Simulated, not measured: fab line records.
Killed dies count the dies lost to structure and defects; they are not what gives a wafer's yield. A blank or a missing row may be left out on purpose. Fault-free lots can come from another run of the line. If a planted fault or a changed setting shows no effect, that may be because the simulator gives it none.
fab line records	flow sky130
record: lots: 10	wafers: 30	last-day: 50
route steps=708 shown METAL3@535 CAPM@551 VIA3@585 PAD_OPEN@708
lots that met no fault: taken from a fault-free run of the same line
start-h: start of the lot's first displayed wafer, in hours after the record's first day	wait-h: hours elapsed since this lot's preceding step	" same as the row above	L1.1+2: one row covering several wafers at once	- no value present, or no start provided	* or withheld: withheld	< > ~ a bound
route shown NAME@n: names a module that has steps shown in the file, with the first one's number in the route	usual: mean and standard deviation over wafers with no fault	same: alike in all rows	chamber/n: place in a boat	sites: per-site readings	_std_site: the standard deviation of these	_edge_site: the outer-site mean with the inner-site mean subtracted	radius-mm: for every site, how far away it sits from the centre of the wafer	mask NAME#n: copy n	behind: the tool/chamber that last shaped the wafer	hold: reason for holding the lot/hours on hold/outcome of the hold	device: the n, p or np transistor that did not switch	end of line: the same wafers' tests at the end of the route	a step given without rows: its recipe and nothing more	killed: the dies lost at the first sort to structure and to defects; this is not the yield of the wafer	map: a wafer's dies, marking killed ones x, the rest . and places with no die _
set.NAME: the setting the step ran with; set.NAME@STEP: the setting that earlier step ran with	model.NAME: the simulator's own value behind a step, which no gauge read
one table for each step of the route and one row for each wafer, over a sample of lots
services: the hour from which a tool's chamber was out of use, counted from the record's first day as start-h (under 0 if before that day), plus the number of hours and why
== steps ==
step: SKY_METAL3_SPUTTER_03
recipe: material: Ti	target-thk-nm: 5	power-w: 3000	time-s: 3.3	chamber-pressure-pa: 0.4
usual: throttle-valve-pct: 30.5/0.73
same: time-s: 3.3
lot.wafer	tool	chamber	start-h	wait-h	throttle-valve-pct
L781.1	pvd-sputter-01	-	851.37	0.0	30.3
L781.2	"	-	"	"	29.7
L781.4	"	-	"	"	29.9
L785.1	pvd-sputter-03	-	899.02	0.0	31.2
L785.5	"	-	"	"	31.1
L785.6	"	-	"	"	30.0
L786.3	pvd-sputter-02	-	908.25	0.0	28.7
L786.5	"	-	"	"	30.0
L786.6	"	-	"	"	30.2
L787.4	pvd-sputter-03	-	917.23	0.0	30.0
L787.5	"	-	"	"	31.4
L787.6	"	-	"	"	29.9
L789.4	pvd-sputter-03	-	932.68	0.0	29.7
L789.5	"	-	"	"	31.5
L789.6	"	-	"	"	30.9
L795.1	pvd-sputter-03	-	967.84	0.0	31.1
L795.2	"	-	"	"	29.8
L795.4	"	-	"	"	30.6
L796.1	pvd-sputter-02	-	972.14	0.0	30.4
L796.2	"	-	"	"	28.5
L796.5	"	-	"	"	28.7
L801.1	pvd-sputter-01	-	997.98	0.0	30.5
L801.5	"	-	"	"	30.1
L801.6	"	-	"	"	30.5
L802.1	pvd-sputter-03	-	1009.58	0.0	30.0
L802.3	"	-	"	"	31.0
L802.6	"	-	"	"	30.7
L804.2	pvd-sputter-01	-	1011.61	0.0	30.0
L804.5	"	-	"	"	30.4
L804.6	"	-	"	"	30.5
step: SKY_CAPM_STRIP_14
recipe: chemistry: O2/N2	power-w: 1400	pressure-mtorr: 1500	platen-temp-c: withheld	o2-flow-sccm: 3000	n2-flow-sccm: 300	overash-fraction: 0.5
usual: drypump-motor-current-A: 5.75/0.14	n2-flow-sccm: 299.9/0.91	oes-product-au: 0.710/0.0046	strip-time-to-endpoint-s: 12.65/0.042
lot.wafer	tool	chamber	start-h	wait-h	drypump-motor-current-A	n2-flow-sccm	oes-product-au	rf-hours-counter-h	strip-time-to-endpoint-s
L781.1	plasma-asher-02	0	877.36	0.1	5.54	299.5	0.710	109	12.64
L781.2	"	1	"	"	5.86	300.5	0.711	109	12.66
L781.4	"	1	"	"	5.89	298.9	0.708	-	12.61
L785.1	plasma-asher-02	1	924.72	0.1	5.89	300.2	0.707	113	12.67
L785.5	"	1	"	"	5.87	299.5	0.713	-	12.70
L785.6	"	0	"	"	5.53	299.8	0.710	-	12.71
L786.3	plasma-asher-04	0	933.66	0.1	5.71	301.9	0.710	-	12.69
L786.5	"	1	"	"	5.80	298.1	0.708	-	12.68
L786.6	"	0	"	"	5.73	299.1	0.710	-	12.72
L787.4	plasma-asher-01	0	942.26	0.1	5.85	299.5	0.716	-	12.63
L787.5	"	1	"	"	5.78	300.4	0.712	-	12.60
L787.6	"	0	"	"	5.84	300.0	0.704	-	12.63
L789.4	plasma-asher-01	0	957.03	0.1	5.83	299.6	0.710	-	12.63
L789.5	"	1	"	"	5.77	301.7	0.715	-	12.68
L789.6	"	0	"	"	5.82	298.6	0.709	-	12.62
L795.1	plasma-asher-01	0	991.66	0.1	5.84	299.3	0.711	24	12.61
L795.2	"	1	"	"	5.78	299.3	0.708	24	12.59
L795.4	"	1	"	"	5.78	300.0	0.712	-	12.57
L796.1	plasma-asher-02	0	995.55	0.1	5.54	298.7	0.708	120	12.67
L796.2	"	1	"	"	5.90	298.9	0.717	120	12.64
L796.5	"	0	"	"	5.55	299.1	0.713	-	12.64
L801.1	plasma-asher-02	0	1021.16	0.1	5.53	298.3	0.710	123	12.60
L801.5	"	1	"	"	5.86	300.0	0.711	-	12.61
L801.6	"	0	"	"	5.54	300.1	0.719	-	12.58
L802.1	plasma-asher-02	0	1032.26	0.1	5.57	299.2	0.720	124	12.60
L802.3	"	1	"	"	5.88	300.4	0.709	-	12.64
L802.6	"	0	"	"	5.55	299.6	0.705	-	12.63
L804.2	plasma-asher-02	1	1034.12	0.1	5.93	300.1	0.710	124	12.71
L804.5	"	1	"	"	5.90	300.2	0.710	-	12.64
L804.6	"	0	"	"	5.51	299.6	0.706	-	12.66
step: SKY_VIA3_CD_MEAS_12
recipe: target-cd-nm: 200
usual: cd-nm: 200.4/1.6
lot.wafer	tool	chamber	start-h	wait-h	cd-nm
L781.1	cd-sem-02	-	930.53	-	200.7
L781.2	"	-	"	"	199.8
L781.4	"	-	"	"	200.9
L785.1	cd-sem-02	-	975.88	-	196.9
L785.5	"	-	"	"	195.5
L785.6	"	-	"	"	195.8
L786.3	cd-sem-02	-	983.19	-	201.7
L786.5	"	-	"	"	201.2
L786.6	"	-	"	"	200.4
L787.4	cd-sem-02	-	992.00	-	200.9
L787.5	"	-	"	"	201.2
L787.6	"	-	"	"	202.2
L789.4	cd-sem-02	-	1006.41	-	202.0
L789.5	"	-	"	"	201.8
L789.6	"	-	"	"	201.0
L795.1	cd-sem-01	-	1039.43	-	199.3
L795.2	"	-	"	"	199.7
L795.4	"	-	"	"	197.7
L796.1	cd-sem-02	-	1043.08	-	198.2
L796.2	"	-	"	"	198.1
L796.5	"	-	"	"	198.1
L801.1	cd-sem-01	-	1067.10	-	202.8
L801.5	"	-	"	"	203.0
L801.6	"	-	"	"	202.2
L802.1	cd-sem-02	-	1078.19	-	201.3
L802.3	"	-	"	"	202.4
L802.6	"	-	"	"	199.5
L804.2	cd-sem-01	-	1080.35	-	201.2
L804.5	"	-	"	"	201.2
L804.6	"	-	"	"	200.3
step: SKY_VIA3_CVD_21
recipe: material: W	target-thk-nm: 390	time-s: 117.31	temp-c: 400	pressure-torr: 40
usual: chamber-pressure-Torr: 40.01/0.076	heater-power-outer-w: 573/38	heater-power-w: 900/20	time-s: 117.31/0
lot.wafer	tool	chamber	start-h	wait-h	chamber-pressure-Torr	heater-power-outer-w	heater-power-w	time-s
L781.1	cvd-w-01	1	931.45	0.0	40.07	551	878	117.31
L781.2	"	0	"	"	40.00	575	888	117.31
L781.4	"	1	"	"	39.96	562	890	117.31
L785.1	cvd-w-01	0	976.83	0.0	40.01	574	931	117.31
L785.5	"	0	"	"	40.08	572	912	117.31
L785.6	"	1	"	"	40.16	540	877	117.31
L786.3	cvd-w-02	0	984.16	0.1	40.09	519	878	117.31
L786.5	"	1	"	"	39.85	626	915	117.31
L786.6	"	0	"	"	40.17	545	882	117.31
L787.4	cvd-w-01	1	993.01	0.0	39.92	550	888	117.31
L787.5	"	1	"	"	39.94	546	901	117.31
L787.6	"	0	"	"	40.11	585	916	117.31
L789.4	cvd-w-02	0	1007.74	0.1	39.94	532	885	117.31
L789.5	"	0	"	"	39.99	525	881	117.31
L789.6	"	1	"	"	40.03	633	897	117.31
L795.1	cvd-w-02	1	1040.39	0.0	-	-	-	-
L795.2	"	0	"	"	-	-	-	-
L795.4	"	0	"	"	-	-	-	-
L796.1	cvd-w-01	0	1044.08	0.0	-	-	-	-
L796.2	"	0	"	"	-	-	-	-
L796.5	"	0	"	"	-	-	-	-
L801.1	cvd-w-02	0	1068.02	0.0	39.85	538	903	117.31
L801.5	"	1	"	"	39.99	614	938	117.31
L801.6	"	0	"	"	39.94	530	874	117.31
L802.1	cvd-w-02	0	1079.13	0.0	39.94	538	901	117.31
L802.3	"	0	"	"	40.03	527	875	117.31
L802.6	"	0	"	"	40.00	525	907	117.31
L804.2	cvd-w-01	1	1081.25	0.0	39.86	546	915	117.31
L804.5	"	0	"	"	40.06	572	917	117.31
L804.6	"	1	"	"	39.99	527	887	117.31
step: SKY_VIA3_RS_MEAS_22
recipe: thk-meas-gauge: four-point-probe	reads: W_of_VIA3_CVD_21+TiN_of_VIA3_SPUTTER_20
usual: VIA3_W_RS: 0.294/0.0035
lot.wafer	tool	chamber	start-h	wait-h	VIA3_W_RS[ohm/sq]
L781.1	film-metro-04	-	931.57	0.1	0.299
L781.2	"	-	"	"	0.298
L781.4	"	-	"	"	0.296
L785.1	film-metro-02	-	976.95	0.1	0.296
L785.5	"	-	"	"	0.293
L785.6	"	-	"	"	0.294
L786.3	film-metro-03	-	984.29	0.1	0.288
L786.5	"	-	"	"	0.298
L786.6	"	-	"	"	0.292
L787.4	film-metro-03	-	993.15	0.1	0.296
L787.5	"	-	"	"	0.297
L787.6	"	-	"	"	0.296
L789.4	film-metro-04	-	1007.89	0.1	0.291
L789.5	"	-	"	"	0.290
L789.6	"	-	"	"	0.294
L795.1	film-metro-02	-	1040.51	0.1	58.067
L795.2	"	-	"	"	57.810
L795.4	"	-	"	"	57.607
L796.1	film-metro-02	-	1044.33	0.2	59.117
L796.2	"	-	"	"	58.947
L796.5	"	-	"	"	58.652
L801.1	film-metro-03	-	1068.14	0.1	0.295
L801.5	"	-	"	"	0.299
L801.6	"	-	"	"	0.294
L802.1	film-metro-02	-	1079.25	0.1	0.295
L802.3	"	-	"	"	0.297
L802.6	"	-	"	"	0.294
L804.2	film-metro-02	-	1081.39	0.1	0.289
L804.5	"	-	"	"	0.294
L804.6	"	-	"	"	0.291
step: SKY_VIA3_THK_MEAS_23
recipe: thk-meas-gauge: xrf	reads: W_of_VIA3_CVD_21
usual: VIA3_W_THK: 388/5.9
lot.wafer	tool	chamber	start-h	wait-h	VIA3_W_THK[nm]
L781.1	film-metro-04	-	931.69	0.1	380
L781.2	"	-	"	"	384
L781.4	"	-	"	"	386
L785.1	film-metro-02	-	977.07	0.1	386
L785.5	"	-	"	"	393
L785.6	"	-	"	"	392
L786.3	film-metro-03	-	984.39	0.1	399
L786.5	"	-	"	"	385
L786.6	"	-	"	"	391
L787.4	film-metro-03	-	993.24	0.1	390
L787.5	"	-	"	"	388
L787.6	"	-	"	"	385
L789.4	film-metro-04	-	1007.98	0.1	388
L789.5	"	-	"	"	392
L789.6	"	-	"	"	391
L795.1	film-metro-02	-	1040.63	0.1	<0
L795.2	"	-	"	"	<0
L795.4	"	-	"	"	<0
L796.1	film-metro-02	-	1044.45	0.1	<0
L796.2	"	-	"	"	-
L796.5	"	-	"	"	<0
L801.1	film-metro-03	-	1068.26	0.1	389
L801.5	"	-	"	"	382
L801.6	"	-	"	"	387
L802.1	film-metro-02	-	1079.37	0.1	385
L802.3	"	-	"	"	383
L802.6	"	-	"	"	387
L804.2	film-metro-02	-	1081.50	0.1	391
L804.5	"	-	"	"	385
L804.6	"	-	"	"	389
step: SKY_PAD_OPEN_PROBE_99
usual: defect-limited-yield: 82.6/1.9	killed_at_M0_to_M3: 43/6.9	killed_at_M4_up: 3.0/1.8	killed-at-contacts: 24/4.8	killed-at-front-end: 15/4.5	killed-at-other: 0.4/0.67	killed-dies: 86/9.2	killed-on-rim: 17/3.5	killed-open: 46/6.9	killed-short: 39/6	sort_bin_3_pad_short: 0.8/0.39	sort_bin_5_function: 10.2/1.3	sort_bin_6_memory: 6.3/1.2	sort-n-pass: 406/9.2	sort-yield-pct: 82.6/1.9
same: gross-dies: 492	killed-at-back-side: 0	sort_bin_4_leakage[%]: 0	sort_bin_8_speed[%]: 0
lot.wafer	tool	chamber	start-h	wait-h	defect-limited-yield[%]	killed_at_M0_to_M3	killed_at_M4_up	killed-at-contacts	killed-at-front-end	killed-at-other	killed-dies	killed-on-rim	killed-open	killed-short	sort_bin_3_pad_short[%]	sort_bin_5_function[%]	sort_bin_6_memory[%]	sort-n-pass	sort-yield-pct[%]
L781.1	prober-02	-	1075.55	0.1	77.6	55	3	33	18	1	110	23	65	45	1.2	13.2	7.9	382	77.6
L781.2	prober-02	-	1075.60	0.1	79.5	54	4	32	10	1	101	19	49	52	1.8	12.2	6.5	391	79.5
L781.4	prober-02	-	1075.70	0.2	80.5	49	0	35	12	0	96	21	60	36	0.4	9.8	9.3	396	80.5
L786.3	prober-01	-	1122.32	0.2	83.1	42	3	23	15	0	83	16	47	36	0.6	10.8	5.5	409	83.1
L786.5	prober-01	-	1122.42	0.2	82.9	50	2	26	6	0	84	12	44	40	0.8	10.4	5.9	408	82.9
L786.6	prober-01	-	1122.47	0.2	81.9	49	3	20	16	1	89	16	45	43	1.2	12.8	4.1	403	81.9
L787.4	prober-01	-	1128.49	0.2	84.3	40	2	23	12	0	77	14	45	32	0.4	11.0	4.3	415	84.3
L787.5	prober-01	-	1128.54	0.2	82.3	44	2	31	9	1	87	23	48	39	1.2	8.7	7.7	405	82.3
L787.6	prober-01	-	1128.59	0.2	85.0	36	0	26	11	1	74	13	33	41	0.8	8.7	5.5	418	85.0
L795.1	prober-01	-	1167.52	0.1	0	449	2	25	15	1	492	96	49	29	0.8	93.7	5.5	0	0
L795.2	prober-01	-	1167.57	0.1	0	448	4	32	7	1	492	96	37	50	0.6	92.3	7.1	0	0
L795.4	prober-01	-	1167.67	0.2	0	454	3	21	13	1	492	96	54	34	0	93.1	6.9	0	0
L796.1	prober-02	-	1172.01	0.1	0	453	2	20	17	0	492	96	49	37	1.2	92.7	6.1	0	0
L796.2	prober-02	-	1172.06	0.1	0	445	3	26	18	0	492	96	50	36	0.6	92.5	6.9	0	0
L796.5	prober-02	-	1172.21	0.2	0	445	2	29	16	0	492	96	47	33	0	93.5	6.5	0	0
L802.1	prober-02	-	1198.34	0.1	81.3	43	3	31	14	1	92	19	45	45	1.0	11.8	5.9	400	81.3
L802.3	prober-02	-	1198.44	0.2	86.4	31	2	22	11	1	67	17	33	33	0.6	7.3	5.7	425	86.4
L802.6	prober-02	-	1198.59	0.2	83.5	43	3	21	14	0	81	23	42	37	1.0	10.8	4.7	411	83.5
killed by level:class
L781.1 CONTACT:geometric-particle:open=18 VIA3:geometric-particle:open=10 LI_CONTACT:geometric-particle:open=10 VIA1:geometric-particle:open=8 VIA1:geometric-particle:short=7 METAL2:geometric-particle:short=7 VIA2:geometric-particle:open=7 POLY_GATE:geometric-particle:short=6
L781.2 CONTACT:geometric-particle:open=11 VIA1:geometric-particle:open=11 VIA2:geometric-particle:open=10 VIA1:geometric-particle:short=9 CONTACT:geometric-particle:short=8 LI_CONTACT:geometric-particle:open=6 METAL1:geometric-particle:short=6 METAL2:geometric-particle:short=6
L781.4 VIA1:geometric-particle:open=17 CONTACT:geometric-particle:open=14 LI_CONTACT:geometric-particle:open=8 VIA3:geometric-particle:open=6 VIA1:geometric-particle:short=6 LOCAL_INTERCONNECT:geometric-particle:short=5 POLY_GATE:geometric-particle:open=4 METAL1:geometric-particle:short=4
L786.3 VIA1:geometric-particle:open=10 VIA2:geometric-particle:open=9 CONTACT:geometric-particle:open=7 LI_CONTACT:geometric-particle:open=6 METAL1:geometric-particle:short=6 LOCAL_INTERCONNECT:geometric-particle:short=5 FIELD_ISO:geometric-particle:short=4 FIELD_ISO:geometric-particle:open=4
L786.5 VIA1:geometric-particle:open=9 CONTACT:geometric-particle:open=8 VIA3:geometric-particle:open=8 METAL2:geometric-particle:short=7 LOCAL_INTERCONNECT:geometric-particle:short=7 METAL1:geometric-particle:short=6 CONTACT:geometric-particle:short=5 VIA2:geometric-particle:open=5
L786.6 VIA1:geometric-particle:open=11 METAL2:geometric-particle:short=10 VIA3:geometric-particle:open=8 CONTACT:geometric-particle:open=6 VIA2:geometric-particle:open=6 FIELD_ISO:geometric-particle:short=5 VIA1:geometric-particle:short=5 LOCAL_INTERCONNECT:geometric-particle:short=4
L787.4 CONTACT:geometric-particle:open=9 VIA1:geometric-particle:open=9 LI_CONTACT:geometric-particle:open=6 VIA2:geometric-particle:open=5 VIA1:geometric-particle:short=5 FIELD_ISO:geometric-particle:short=4 METAL1:geometric-particle:short=4 METAL2:geometric-particle:short=4
L787.5 LI_CONTACT:geometric-particle:open=12 VIA2:geometric-particle:open=8 METAL1:geometric-particle:short=8 CONTACT:geometric-particle:open=7 VIA1:geometric-particle:open=7 LOCAL_INTERCONNECT:geometric-particle:short=6 METAL2:geometric-particle:short=5 CONTACT:geometric-particle:short=4
L787.6 VIA1:geometric-particle:open=10 CONTACT:geometric-particle:open=7 CONTACT:geometric-particle:short=7 METAL1:geometric-particle:short=7 POLY_GATE:geometric-particle:short=6 LOCAL_INTERCONNECT:geometric-particle:short=6 LI_CONTACT:geometric-particle:open=4 VIA1:geometric-particle:short=4
L795.1 VIA3:area-cvd=414 CONTACT:geometric-particle:open=10 VIA1:geometric-particle:open=8 VIA3:geometric-particle:open=6 METAL2:geometric-particle:short=5 POLY_GATE:geometric-particle:short=4 FIELD_ISO:geometric-particle:open=4 POLY_GATE:geometric-particle:open=4
L795.2 VIA3:area-cvd=405 VIA1:geometric-particle:open=12 CONTACT:geometric-particle:open=10 CONTACT:geometric-particle:short=8 VIA1:geometric-particle:short=7 LI_CONTACT:geometric-particle:open=6 METAL1:geometric-particle:short=6 VIA2:geometric-particle:open=4
L795.4 VIA3:area-cvd=404 VIA1:geometric-particle:open=21 CONTACT:geometric-particle:open=7 VIA2:geometric-particle:open=6 VIA2:geometric-particle:short=5 LI_CONTACT:geometric-particle:open=5 CONTACT:geometric-particle:short=4 VIA3:geometric-particle:open=4
L796.1 VIA3:area-cvd=404 LI_CONTACT:geometric-particle:open=9 METAL2:geometric-particle:short=9 VIA2:geometric-particle:open=7 VIA1:geometric-particle:short=7 POLY_GATE:geometric-particle:open=6 CONTACT:geometric-particle:open=5 VIA1:geometric-particle:open=5
L796.2 VIA3:area-cvd=405 VIA1:geometric-particle:open=11 LI_CONTACT:geometric-particle:open=10 FIELD_ISO:geometric-particle:open=6 VIA3:geometric-particle:open=6 CONTACT:geometric-particle:short=6 CONTACT:geometric-particle:open=5 VIA1:geometric-particle:short=5
L796.5 VIA3:area-cvd=412 CONTACT:geometric-particle:open=15 VIA1:geometric-particle:open=14 CONTACT:geometric-particle:short=7 POLY_GATE:geometric-particle:short=5 VIA3:geometric-particle:open=5 FIELD_ISO:geometric-particle:open=4 METAL2:geometric-particle:short=4
L802.1 VIA1:geometric-particle:short=8 LI_CONTACT:geometric-particle:open=8 LOCAL_INTERCONNECT:geometric-particle:short=7 CONTACT:geometric-particle:open=7 VIA1:geometric-particle:open=6 VIA2:geometric-particle:open=6 METAL2:geometric-particle:short=5 VIA3:geometric-particle:open=5
L802.3 VIA1:geometric-particle:open=10 CONTACT:geometric-particle:open=8 FIELD_ISO:geometric-particle:short=6 VIA2:geometric-particle:short=5 LI_CONTACT:geometric-particle:open=4 METAL1:geometric-particle:short=4 LI_CONTACT:geometric-particle:short=3 LOCAL_INTERCONNECT:geometric-particle:short=3
L802.6 VIA1:geometric-particle:open=9 VIA2:geometric-particle:open=9 CONTACT:geometric-particle:open=7 CONTACT:geometric-particle:short=6 VIA1:geometric-particle:short=5 METAL2:geometric-particle:short=5 FIELD_ISO:geometric-particle:short=4 METAL1:geometric-particle:short=4
== services ==
tool	chamber	start-h	hours	kind
plasma-asher-01	-	829.12	1.9	repair
pvd-sputter-03	-	841.87	4.8	repair
plasma-asher-01	-	855.66	4.5	repair
cvd-w-02	-	881.87	6.0	pm
plasma-asher-01	-	888.58	2.8	pm
pvd-sputter-01	-	895.84	12.0	repair
cvd-w-01	-	904.00	14.0	pm
cvd-w-01	0	904.00	14.0	vent-cycle
cvd-w-01	1	904.00	14.0	vent-cycle
cvd-w-01	0	918.00	-	clean
cvd-w-01	1	918.00	-	clean
pvd-sputter-01	-	942.08	3.2	repair
plasma-asher-02	-	950.47	0.4	repair
cvd-w-01	-	952.58	1.5	repair
pvd-sputter-03	3	986.61	-	consumable-replace:kit
pvd-sputter-01	-	1005.36	0.5	repair
cvd-w-01	1	1035.79	11.0	repair
plasma-asher-02	-	1049.16	5.8	repair
cvd-w-02	-	1054.81	3.5	repair
plasma-asher-02	-	1055.33	9.0	pm
plasma-asher-02	0	1055.33	9.0	vent-cycle
plasma-asher-02	1	1055.33	9.0	vent-cycle
plasma-asher-02	0	1064.33	-	clean
plasma-asher-02	1	1064.33	-	clean
== key ==
first-sign: step: SKY_VIA3_CVD_21	reading: tool-record	direction: missing
effect: step: SKY_VIA3_RS_MEAS_22	reading: VIA3_W_RS	direction: up	sigmas: 99+	usual: 0.294	struck: 58.367
effect: step: SKY_VIA3_THK_MEAS_23	reading: VIA3_W_THK	direction: down	sigmas: 66	usual: 388	struck: <0
effect: step: SKY_PAD_OPEN_PROBE_99	reading: sort_bin_5_function	direction: up	sigmas: 62	usual: 10.2	struck: 93.0
more-kills-born-at: SKY_VIA3_CVD_21@cvd-w-02: 1222	SKY_VIA3_CVD_21@cvd-w-01: 1214
met-at SKY_VIA3_CVD_21
struck-lots L795,L796
later-rows-left-out L795.1,L795.2,L795.4,L796.1,L796.2,L796.5
not-acting-at SKY_METAL3_SPUTTER_03,SKY_CAPM_STRIP_14,SKY_VIA3_CD_MEAS_12
onset-between 1007.74 1040.39
fault: kind: skipped-step-whole	tool: cvd-w-01,cvd-w-02	chamber: -	onset-h: 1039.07	steps: SKY_VIA3_CVD_21	scope: struck-lots-only
later-rows-left-out: the simulator's readings of these wafers behind a module that went badly wrong aren't trusted and aren't shown, but for the sort
